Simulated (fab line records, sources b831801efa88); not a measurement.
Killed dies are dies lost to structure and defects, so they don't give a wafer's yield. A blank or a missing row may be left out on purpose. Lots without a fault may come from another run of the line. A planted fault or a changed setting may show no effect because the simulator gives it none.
A struck lot beside a sound one | flow sky130 | 16 steps out of a route of 708
Sound: wafers L491.2, L491.4, L491.6. Struck: wafers L479.1, L479.2, L479.6. The cause comes at the end.
At each step with rows: each side's tool, then ch and its chambers, then its first start. Under that, the readings that differ: sound wafers | struck wafers | difference of the means | sigmas: that difference in standard deviations of wafers without a fault.
alike: readings whose means differ by less than 2 such deviations, and words and numbers that are the same on both sides. not compared: withheld readings, readings that some wafer has no value for, bounds like >300 that may hide the same value, and numbers for which the record gives no deviation and whose values overlap.
The two part at a step that has a row with sigmas, a row that says differs or no value, or rows on one side only. Numbers that don't overlap but have no deviation are shown without sigmas and don't part them. A reading that every wafer of one side lacks parts them only if that side has two wafers or more.

SKY_LDD_HVP_TW_MEAS_10:
  sound on film_metro-04, day 28 09:06; struck on film_metro-01, day 24 05:03
  alike: LDD_HVP_TW
then, 7 steps without rows for these wafers: SKY_LDD_LDN_DEHYDRATE_00 (time 60 s); SKY_LDD_LDN_HMDS_01 (prime time 60 s); SKY_LDD_LDN_COAT_02 (resist thk 1140 nm); SKY_LDD_LDN_SOFTBAKE_03 (time 60 s); SKY_LDD_LDN_EXPOSE_04 (exposes mask LDNTM, target cd 700 nm); SKY_LDD_LDN_PEB_05; SKY_LDD_LDN_DEVELOP_06 (develop time 60 s).
SKY_LDD_LDN_OVL_MEAS_07:
  sound on overlay-01, day 29 13:55; struck on overlay-02, day 25 11:36
  alike: LDD_LDN_OVL
then, 3 steps without rows for these wafers: SKY_LDD_LDN_IMPLANT_08; SKY_LDD_LDN_IMPLANT_09; SKY_LDD_LDN_IMPLANT_10.
SKY_LDD_LDN_IMPLANT_11:
  sound on implanter-01 ch 0, day 29 14:25; struck on implanter-01 ch 0, day 25 12:05
  reading            | sound                            | struck                        | difference | sigmas
  dose_ions_cm2      | 1.2505e+13 1.2479e+13 1.2497e+13 | 8.362e+12 8.378e+12 8.342e+12 | -4.133e+12 | -99 or more
  faraday_current_uA | 71.7 68.5 70.9                   | 47.3 48.0 46.7                | -23.0      | -15
SKY_LDD_LDN_STRIP_12: strips in O2/N2.
  sound on plasma_asher-01 ch 0,1, day 29 14:32; struck on plasma_asher-03 ch 0,1, day 25 12:14
  reading                      | sound             | struck            | difference | sigmas
  n2_flow_sccm (sccm)          | 301.7 301.7 299.8 | 298.9 299.0 299.7 | -1.9       | -2
  strip_time_to_endpoint_s (s) | 14.24 14.27 14.27 | 14.13 14.15 14.17 | -0.11      | -2
  alike: drypump_motor_current_A, oes_product_au
  not compared: rf_hours_counter_h
SKY_LDD_LDN_TW_MEAS_13:
  sound on film_metro-03, day 29 14:39; struck on film_metro-04, day 25 12:34
  reading    | sound          | struck         | difference | sigmas
  LDD_LDN_TW | 1476 1476 1484 | 1434 1441 1437 | -41        | -5
  not compared: hold
-- the record jumps here: 23 days lie between the struck wafers' starts before and after (it left off in module LDD_LDN and takes up again in module PAD_OPEN, whose first step shown is number 708 of the route) --
SKY_PAD_OPEN_PROBE_99:
  sound on prober-02, day 50 13:02; struck on prober-01, day 48 00:39
  reading                         | sound          | struck         | difference | sigmas
  model.etest.tip_sonos.rs_ohm_sq | 2604 2577 2565 | 2957 2926 2929 | +355       |
  alike: killed_at_M0_to_M3, killed_at_M4_up, killed_at_contacts, killed_at_front_end, killed_at_other, killed_dies, killed_on_rim, killed_open, killed_short

WHERE THEY PART
First at SKY_LDD_LDN_IMPLANT_11; last, within this record, at SKY_LDD_LDN_TW_MEAS_13. Later steps at which nothing parts them and some readings are alike: SKY_PAD_OPEN_PROBE_99.

WHY: what the simulator had put in
Process parameter drift: implanter-01, from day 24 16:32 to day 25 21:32, at SKY_LDD_LDN_IMPLANT_11. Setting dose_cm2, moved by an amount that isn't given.
